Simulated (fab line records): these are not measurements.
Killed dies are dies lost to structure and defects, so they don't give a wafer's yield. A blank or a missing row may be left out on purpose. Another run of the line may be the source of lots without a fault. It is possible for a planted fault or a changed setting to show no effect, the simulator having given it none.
A struck lot beside a sound one | flow sky130 | 20 out of 708 route steps
Sound: the wafers L998.2, L998.4, L998.6. Struck: wafer L103.5. (L103.4 of the same lot was not struck and is left out.) The cause comes at the end.
Order at every step that has rows: each side's tool, ch and its chambers, its first start. Under that, the readings that differ: sound wafers | struck wafers | difference of the means | sigmas: that difference in standard deviations of wafers without a fault.
alike: readings whose means differ by less than 2 such deviations, and words and numbers that are the same on both sides. not compared: withheld readings, readings that some wafer has no value for, bounds like >300 that may hide the same value, and numbers for which the record gives no deviation and whose values overlap.
The two part at a step that has a row with sigmas, a row that says differs or no value, or rows on one side only. Numbers that have no deviation but don't overlap get no sigmas and don't part them. A reading missing from all wafers of one side parts the sides only when that side holds two or more wafers.

SKY_LI_CONTACT_CVD_21: deposits W, target thk 400 nm, time 120.56 s.
  sound on cvd_w-02 ch 1, day 33 17:23; struck on cvd_w-02 ch 1, day 34 19:46
  alike: heater_power_w
SKY_LI_CONTACT_RS_MEAS_22: a four-point-probe measurement.
  sound on film_metro-02 at day 33 17:32; struck on film_metro-02 at day 34 19:55
  alike: LI_CONTACT_W_RS
SKY_LI_CONTACT_THK_MEAS_23: measures by xrf.
  sound on film_metro-02 at day 33 17:39; struck on film_metro-02 at day 34 20:00
  alike: LI_CONTACT_W_THK
SKY_LI_CONTACT_CMP_24: polishes, stops on PSG, t overpolish 20 s, target thk 0 nm.
  sound on cmp-01 ch 0,1, day 33 17:42; struck on cmp-01 ch 2, day 34 20:02
  alike: motor_current_A, overpolish_run_s, time_to_endpoint_s
SKY_LOCAL_INTERCONNECT_SPUTTER_00: material TiN, target thk 100 nm, time 83.3 s.
  sound on pvd_sputter-04 at day 33 18:00; struck on pvd_sputter-01 at day 34 20:20
  alike: chamber_pressure_pa, throttle_valve_pct
SKY_LOCAL_INTERCONNECT_RS_MEAS_01: a four-point-probe measurement.
  sound on film_metro-04 at day 33 18:05; struck on film_metro-01 at day 34 20:27
  alike: LOCAL_INTERCONNECT_TIN_RS
SKY_LOCAL_INTERCONNECT_THK_MEAS_02: measures by xrf.
  sound on film_metro-04 at day 33 18:11; struck on film_metro-01 at day 34 20:32
  alike: LOCAL_INTERCONNECT_TIN_THK
then, 5 steps without rows for these wafers: SKY_LOCAL_INTERCONNECT_DEHYDRATE_03 (time 60 s); SKY_LOCAL_INTERCONNECT_HMDS_04 (prime time 60 s); SKY_LOCAL_INTERCONNECT_COAT_05 (resist thk 60 nm); SKY_LOCAL_INTERCONNECT_COAT_06 (resist thk 450 nm); SKY_LOCAL_INTERCONNECT_SOFTBAKE_07 (time 90 s).
SKY_LOCAL_INTERCONNECT_EXPOSE_08: exposes mask LI1M, target cd 170 nm.
  sound on krf_scanner-01 ch 0, day 34 07:41; struck on krf_scanner-01 ch 0, day 35 10:12
  alike: mask, exposure_dose_mJ_cm2
then, 2 steps without rows for these wafers: SKY_LOCAL_INTERCONNECT_PEB_09; SKY_LOCAL_INTERCONNECT_DEVELOP_10 (develop time 60 s).
SKY_LOCAL_INTERCONNECT_CD_MEAS_11: target cd 170 nm.
  sound on cd_sem-01 at day 34 20:10; struck on cd_sem-01 at day 35 22:53
  reading    | sound             | struck | difference | sigmas
  cd_nm (nm) | 170.1 171.6 170.3 | 143.1  | -27.6      | -20
  not compared: hold
SKY_LOCAL_INTERCONNECT_OVL_MEAS_12:
  sound on overlay-02 at day 34 20:16; struck on overlay-01 at day 36 03:26
  reading | sound | struck                   | difference                   | sigmas
  hold    | - - - | await_dispo/4.5h/release | no value on the sound wafers |
  alike: LOCAL_INTERCONNECT_OVL
SKY_LOCAL_INTERCONNECT_ETCH_13: etches BARC in N2/H2, stops on SiO2, time 45.9 s, target depth 60 nm.
  sound on rie_metal-01 ch 0,1, day 34 20:18; struck on rie_metal-01 ch 1, day 36 03:29
  reading                             | sound           | struck | difference | sigmas
  model.LOCAL_INTERCONNECT.cd_nm (nm) | 171 169.6 170.7 | 142.6  | -27.8      |
  alike: drypump_motor_current_A, oes_product_au, throttle_valve_pct
  not compared: rf_hours_counter_h
SKY_LOCAL_INTERCONNECT_METAL_ETCH_14: etches TiN in Cl2/BCl3, stops on PSG, target depth 110 nm, time 31.4 s.
  sound on rie_metal-01 ch 0,1, day 34 20:22; struck on rie_metal-01 ch 1, day 36 03:32
  reading                             | sound             | struck | difference | sigmas
  model.LOCAL_INTERCONNECT.cd_nm (nm) | 171.2 169.1 171.2 | 142.6  | -27.9      |
  alike: drypump_motor_current_A, oes_product_au, throttle_valve_pct
  not compared: rf_hours_counter_h
SKY_LOCAL_INTERCONNECT_STRIP_15: strips in O2/N2.
  sound on plasma_asher-04 ch 0,1, day 34 20:25; struck on plasma_asher-01 ch 1, day 36 03:37
  reading                      | sound             | struck | difference | sigmas
  strip_time_to_endpoint_s (s) | 4.705 4.706 4.735 | 4.777  | +0.062     | +3
  alike: drypump_motor_current_A, oes_product_au
  not compared: rf_hours_counter_h

== WHERE THEY PART ==
First at SKY_LOCAL_INTERCONNECT_CD_MEAS_11; last, within this record, at SKY_LOCAL_INTERCONNECT_STRIP_15.

WHY: what had been put in by the simulator
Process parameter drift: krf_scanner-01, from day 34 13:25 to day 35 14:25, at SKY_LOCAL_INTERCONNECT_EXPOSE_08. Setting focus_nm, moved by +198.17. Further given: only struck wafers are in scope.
